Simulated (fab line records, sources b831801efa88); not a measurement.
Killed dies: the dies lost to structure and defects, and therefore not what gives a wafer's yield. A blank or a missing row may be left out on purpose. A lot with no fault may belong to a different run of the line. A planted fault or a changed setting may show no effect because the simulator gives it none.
Which of the tools did it? + flow gf180mcu + 18 wafers from 6 lots sampled at 2 of the route's 602 steps

WHAT THE GAUGES READ, wafer by wafer
GF_VT_IMPLANT_RS_MEAS_46: the measuring method here is four-point-probe.
| lot  | measured     | on           | MVSD_RS (ohm/sq)  |
|------|--------------|--------------|-------------------|
| L302 | day 8 08:13  | filmMetro-01 | 457.7 457.9 456.2 |
| L305 | day 8 22:26  | filmMetro-01 | 455.6 457.2 455.5 |
| L308 | day 9 21:06  | filmMetro-01 | 457.1 456.8 456.2 |
| L311 | day 10 20:18 | filmMetro-04 | 456.2 456.8 456.2 |
| L313 | day 11 05:06 | filmMetro-02 | 456.3 456.2 457.0 |
| L322 | day 13 20:50 | filmMetro-02 | 428.3 427.6 427.0 |

TOOL THAT RAN EACH LOT (tool first, then ch and the chambers of the sampled wafers, then the start)
| lot  | GF_MVSD_IMPLANT_08             |
|------|--------------------------------|
| L302 | implanter-04 ch 0, day 5 03:14 |
| L305 | implanter-03 ch 0, day 5 14:32 |
| L308 | implanter-03 ch 0, day 6 10:17 |
| L311 | implanter-03 ch 0, day 7 04:20 |
| L313 | implanter-01 ch 0, day 7 13:53 |
| L322 | implanter-04 ch 0, day 9 20:59 |
- GF_MVSD_IMPLANT_08

THE ANSWER, worked out from the rows above alone
Rule: usual is defined by the lots themselves. The widest of any qualifying gaps counts: lots, ordered by their means at a reading, are off when they make up no more than a third of the lots, leave a main group of 4 or more, and stand apart from it by 3 or more times the standard deviation of that group's means. Not used: any main group whose means are identical at the precision the tables above print for the reading. A lot without any number at a reading at which 4 lots or more have one is off too. All remaining lots with rows at the step are treated as sound.
Off: at GF_VT_IMPLANT_RS_MEAS_46 (MVSD_RS), L322. The main group: mean 456.6 ohm/sq, standard deviation 0.39.
A tool fits if, at a process step before that reading, it ran every lot that is off, and no sound lot after the first of them. The gauges at GF_VT_IMPLANT_RS_MEAS_46 are tried like those tools. 2 tools fit, implanter-04 at GF_MVSD_IMPLANT_08 and filmMetro-02 at GF_VT_IMPLANT_RS_MEAS_46, so this cannot tell which one it is.

WHAT HAD BEEN PUT IN BY THE SIMULATOR
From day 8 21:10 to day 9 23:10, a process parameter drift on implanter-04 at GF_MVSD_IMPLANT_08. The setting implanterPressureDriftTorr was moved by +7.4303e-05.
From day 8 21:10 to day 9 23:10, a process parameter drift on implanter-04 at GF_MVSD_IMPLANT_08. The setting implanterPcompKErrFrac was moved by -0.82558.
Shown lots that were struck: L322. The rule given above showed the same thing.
